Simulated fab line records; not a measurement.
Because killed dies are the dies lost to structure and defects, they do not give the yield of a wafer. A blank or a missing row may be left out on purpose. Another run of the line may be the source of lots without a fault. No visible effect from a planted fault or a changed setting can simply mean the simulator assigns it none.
A struck lot beside a sound one -- flow sky130 -- 17 out of 708 route steps
Sound: wafers L385.3, L385.5, L385.6. Struck: wafers L388.1, L388.4, L388.5. The cause is named last.
For every step that has rows: the tool of each side, followed by ch and its chambers, followed by its first start. Under that, the readings that differ: sound wafers -- struck wafers -- difference of the means -- sigmas: that difference in standard deviations of wafers without a fault.
alike: same words and numbers on both sides, and readings whose means sit less than 2 such deviations apart. not compared: any withheld reading, any reading some wafer has no value for, any bound like >300 that may hide the same value, and any number with overlapping values for which the record gives no deviation.
Wherever a step has rows on one side only, a row that says differs or no value, or a row with sigmas, the two part there. Numbers that don't overlap but have no deviation are shown without sigmas and don't part them. A reading missing from all wafers of one side parts the sides only when that side holds two or more wafers.

first, 2 steps without rows for these wafers: SKY_NWELL_IMPLANT_12; SKY_NWELL_IMPLANT_13.
SKY_NWELL_STRIP_14: strips in O2/N2.
  sound on plasmaAsher-04 ch 0,1, day 4 15:10; struck on plasmaAsher-01 ch 0,1, day 5 04:49
  alike: chamberPressureMTorr, drypumpMotorCurrentA, o2FlowSccm, oesProductAu, stripTimeToEndpointS
  not compared: rfHoursCounterH
SKY_NWELL_TW_MEAS_15:
  sound on filmMetro-02, day 4 15:15; struck on filmMetro-02, day 5 04:55
  alike: NWELL_TW
then, 7 steps without rows for these wafers: SKY_NWELL_DEHYDRATE_16 (time 60 s); SKY_NWELL_HMDS_17 (prime time 60 s); SKY_NWELL_COAT_18 (resist thk 3000 nm); SKY_NWELL_SOFTBAKE_19; SKY_NWELL_EXPOSE_20 (exposes mask NWM COMPLEMENT, target cd 840 nm); SKY_NWELL_PEB_21; SKY_NWELL_DEVELOP_22 (develop time 60 s).
SKY_NWELL_OVL_MEAS_23:
  sound on overlay-01, day 5 07:41; struck on overlay-01, day 5 22:20
  alike: NWELL_01_OVL
SKY_NWELL_IMPLANT_24:
  sound on implanter-01 ch 0, day 5 07:46; struck on implanter-03 ch 0, day 5 22:41
SKY_NWELL_STRIP_25: strips in O2/N2.
  sound on plasmaAsher-01 ch 0,1, day 5 07:53; struck on plasmaAsher-04 ch 0,1, day 5 23:01
  alike: chamberPressureMTorr, drypumpMotorCurrentA, o2FlowSccm, oesProductAu, stripTimeToEndpointS
  not compared: rfHoursCounterH
SKY_NWELL_TW_MEAS_26:
  sound on filmMetro-03, day 5 07:59; struck on filmMetro-04, day 5 23:20
reading,sound,struck,difference,sigmas
NWELL_2_TW,500 502 499,606 609 608,+107,+15
then, 1 step without rows for these wafers: SKY_NWELL_CLEAN_27 (cleans in SC1/SC2, time 150 s).
-- the record jumps here: 40 days lie between the struck wafers' starts before and after (it left off in module NWELL and takes up again in module PAD_OPEN, whose first step shown is number 708 of the route) --
SKY_PAD_OPEN_PROBE_99:
  sound on prober-02, day 45 05:49; struck on prober-02, day 46 05:19
reading,sound,struck,difference,sigmas
killed_at_M0_to_M3,32 29 52,60 59 46,+17,+2
killedOpen,38 36 41,56 52 56,+16,+2
model.etest.pfet_16v.rOnOhmUm,1.488e+04 1.501e+04 1.506e+04,1.13e+04 1.152e+04 1.165e+04,-3.49e+03,
model.etest.resIsoPwell.rsOhmSq,2989 3016 3040,1814 1915 1918,-1133,
model.etest.resPwellUnderGate.rsOhmSq,2291 2302 2293,1447 1436 1450,-851,
model.etest.resIsoPwell.lineOhmUm,1143 1140 1164,673.4 703.9 710.3,-453.1,
model.etest.tip_n_5v.rsOhmSq,1363 1368 1361,1526 1521 1520,+158,
model.etest.resNwell.widthNm (nm),849.1 846.9 842.8,783 788.2 791.3,-59,
model.etest.resIsoPwell.widthNm (nm),2636 2634 2634,2719 2691 2692,+66,
  alike: killed_at_M4_up, killedAtContacts, killedAtFrontEnd, killedAtOther, killedDies, killedShort
  not compared: model.etest.nfet_16v.rOnOhmUm

## WHERE THEY PART
Last at SKY_PAD_OPEN_PROBE_99 as far as this record goes, first at SKY_NWELL_TW_MEAS_26.

WHY: what the simulator had put in
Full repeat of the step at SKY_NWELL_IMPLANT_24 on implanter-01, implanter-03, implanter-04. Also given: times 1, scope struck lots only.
